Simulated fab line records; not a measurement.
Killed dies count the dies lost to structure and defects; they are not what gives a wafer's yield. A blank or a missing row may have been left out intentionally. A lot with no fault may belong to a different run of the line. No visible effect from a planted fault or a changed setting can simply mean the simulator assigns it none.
What tool caused it? || flow sky130 || Sampling: 14 lots, 42 wafers, 2 of 708 route steps

## WHAT THE GAUGES SHOWED, per wafer
Not one reading of a measure or inspect step in the record can be checked against a usual standard deviation.

## WHICH TOOL RAN EACH LOT (tool, then ch and the chambers of the sampled wafers, then the start)
{"lot": "L334", "SKY_FIELD_ISO_WET_ETCH_28": "wetBench-02 ch 3, day 2 19:44", "SKY_PAD_OPEN_PROBE_99": "-"}
{"lot": "L333", "SKY_FIELD_ISO_WET_ETCH_28": "wetBench-02 ch 3, day 2 20:48", "SKY_PAD_OPEN_PROBE_99": "-"}
{"lot": "L336", "SKY_FIELD_ISO_WET_ETCH_28": "wetBench-02 ch 1, day 3 08:57", "SKY_PAD_OPEN_PROBE_99": "-"}
{"lot": "L337", "SKY_FIELD_ISO_WET_ETCH_28": "wetBench-01 ch 0, day 3 13:40", "SKY_PAD_OPEN_PROBE_99": "-"}
{"lot": "L338", "SKY_FIELD_ISO_WET_ETCH_28": "wetBench-02 ch 3, day 3 21:06", "SKY_PAD_OPEN_PROBE_99": "-"}
{"lot": "L342", "SKY_FIELD_ISO_WET_ETCH_28": "wetBench-04 ch 2, day 4 19:05", "SKY_PAD_OPEN_PROBE_99": "-"}
{"lot": "L343", "SKY_FIELD_ISO_WET_ETCH_28": "wetBench-04 ch 1, day 4 22:05", "SKY_PAD_OPEN_PROBE_99": "prober-01, day 50 04:56"}
{"lot": "L344", "SKY_FIELD_ISO_WET_ETCH_28": "wetBench-04 ch 1, day 4 23:35", "SKY_PAD_OPEN_PROBE_99": "prober-02, day 50 08:17"}
{"lot": "L347", "SKY_FIELD_ISO_WET_ETCH_28": "wetBench-04 ch 3, day 5 23:16", "SKY_PAD_OPEN_PROBE_99": "-"}
{"lot": "L351", "SKY_FIELD_ISO_WET_ETCH_28": "wetBench-04 ch 2, day 6 13:26", "SKY_PAD_OPEN_PROBE_99": "prober-01, day 50 11:52"}
{"lot": "L352", "SKY_FIELD_ISO_WET_ETCH_28": "wetBench-04 ch 2, day 6 22:49", "SKY_PAD_OPEN_PROBE_99": "-"}
{"lot": "L353", "SKY_FIELD_ISO_WET_ETCH_28": "wetBench-04 ch 2, day 7 02:41", "SKY_PAD_OPEN_PROBE_99": "prober-01, day 50 14:44"}
{"lot": "L354", "SKY_FIELD_ISO_WET_ETCH_28": "wetBench-04 ch 0, day 7 04:11", "SKY_PAD_OPEN_PROBE_99": "prober-01, day 50 15:30"}
{"lot": "L355", "SKY_FIELD_ISO_WET_ETCH_28": "wetBench-01 ch 2, day 7 11:57", "SKY_PAD_OPEN_PROBE_99": "-"}
- SKY_FIELD_ISO_WET_ETCH_28: etches SiO2 in dHF, target depth 23.7 nm, time 47 s.
- SKY_PAD_OPEN_PROBE_99

## WHAT THE TOOLS THEMSELVES READ (means of the sampled wafers that have a number; where no wafer has one, the mark that the record gives instead)
SKY_FIELD_ISO_WET_ETCH_28.
{"lot": "L334", "tool": "wetBench-02", "bathHeatDutyPct (%)": 7.2, "runLengthS (s)": 73.2}
{"lot": "L333", "tool": "wetBench-02", "bathHeatDutyPct (%)": 7.3, "runLengthS (s)": 72.6}
{"lot": "L336", "tool": "wetBench-02", "bathHeatDutyPct (%)": 6.3, "runLengthS (s)": 73.2}
{"lot": "L337", "tool": "wetBench-01", "bathHeatDutyPct (%)": 6.7, "runLengthS (s)": 79.0}
{"lot": "L338", "tool": "wetBench-02", "bathHeatDutyPct (%)": 7.2, "runLengthS (s)": 72.9}
{"lot": "L342", "tool": "wetBench-04", "bathHeatDutyPct (%)": 6.5, "runLengthS (s)": 72.7}
{"lot": "L343", "tool": "wetBench-04", "bathHeatDutyPct (%)": "-", "runLengthS (s)": "-"}
{"lot": "L344", "tool": "wetBench-04", "bathHeatDutyPct (%)": "-", "runLengthS (s)": "-"}
{"lot": "L347", "tool": "wetBench-04", "bathHeatDutyPct (%)": 5.7, "runLengthS (s)": 78.7}
{"lot": "L351", "tool": "wetBench-04", "bathHeatDutyPct (%)": 6.8, "runLengthS (s)": 73.0}
{"lot": "L352", "tool": "wetBench-04", "bathHeatDutyPct (%)": 6.6, "runLengthS (s)": 72.6}
{"lot": "L353", "tool": "wetBench-04", "bathHeatDutyPct (%)": 7.0, "runLengthS (s)": 72.4}
{"lot": "L354", "tool": "wetBench-04", "bathHeatDutyPct (%)": 5.9, "runLengthS (s)": 71.6}
{"lot": "L355", "tool": "wetBench-01", "bathHeatDutyPct (%)": 5.2, "runLengthS (s)": 71.8}

SKY_PAD_OPEN_PROBE_99.
{"lot": "L343", "tool": "prober-01", "killed_at_M0_to_M3": 46, "killed_at_M4_up": 3.7, "killedAtContacts": 24, "killedAtFrontEnd": 416, "killedAtOther": 1.3, "killedDies": 492, "killedOnRim": 96, "killedOpen": 58, "killedShort": 40}
{"lot": "L344", "tool": "prober-02", "killed_at_M0_to_M3": 41, "killed_at_M4_up": 3.0, "killedAtContacts": 27, "killedAtFrontEnd": 420, "killedAtOther": 0.7, "killedDies": 492, "killedOnRim": 96, "killedOpen": 49, "killedShort": 41}
{"lot": "L351", "tool": "prober-01", "killed_at_M0_to_M3": 42, "killed_at_M4_up": 2.0, "killedAtContacts": 22, "killedAtFrontEnd": 19, "killedAtOther": 0.3, "killedDies": 85, "killedOnRim": 18, "killedOpen": 45, "killedShort": 40}
{"lot": "L353", "tool": "prober-01", "killed_at_M0_to_M3": 38, "killed_at_M4_up": 4.7, "killedAtContacts": 21, "killedAtFrontEnd": 17, "killedAtOther": 0.3, "killedDies": 81, "killedOnRim": 15, "killedOpen": 43, "killedShort": 38}
{"lot": "L354", "tool": "prober-01", "killed_at_M0_to_M3": 48, "killed_at_M4_up": 3.3, "killedAtContacts": 21, "killedAtFrontEnd": 14, "killedAtOther": 1.3, "killedDies": 88, "killedOnRim": 17, "killedOpen": 47, "killedShort": 40}

## THE ANSWER, worked out from the rows above alone
Rule: what is usual is taken from the lots themselves. The widest of any qualifying gaps counts: lots, ordered by their means at a reading, are off when they make up no more than a third of the lots, leave a main group of 4 or more, and stand apart from it by 3 or more times the standard deviation of that group's means. The tables above print the reading to a certain number of digits; a main group whose means all agree to those digits is not used. A lot without any number at a reading at which 4 lots or more have one is off too. Where the step has rows for the other lots, those lots are counted as sound. After the gauges, taken in route order, come the tools' own readings; for these a lot's mean is taken, as printed above. At the first step where some lot is off, the reading lying furthest off is the one used; lots without a number count as furthest.
Off: L343, L344 (SKY_FIELD_ISO_WET_ETCH_28, bathHeatDutyPct). Without a number there: L343, L344. The main group has a mean of 6.5 % with a standard deviation of 0.63.
A tool fits if, at that step or a process step before it, it ran every lot that is off, and no sound lot after the first of them. Of those tried, none fits.

## WHAT HAD BEEN PUT IN BY THE SIMULATOR
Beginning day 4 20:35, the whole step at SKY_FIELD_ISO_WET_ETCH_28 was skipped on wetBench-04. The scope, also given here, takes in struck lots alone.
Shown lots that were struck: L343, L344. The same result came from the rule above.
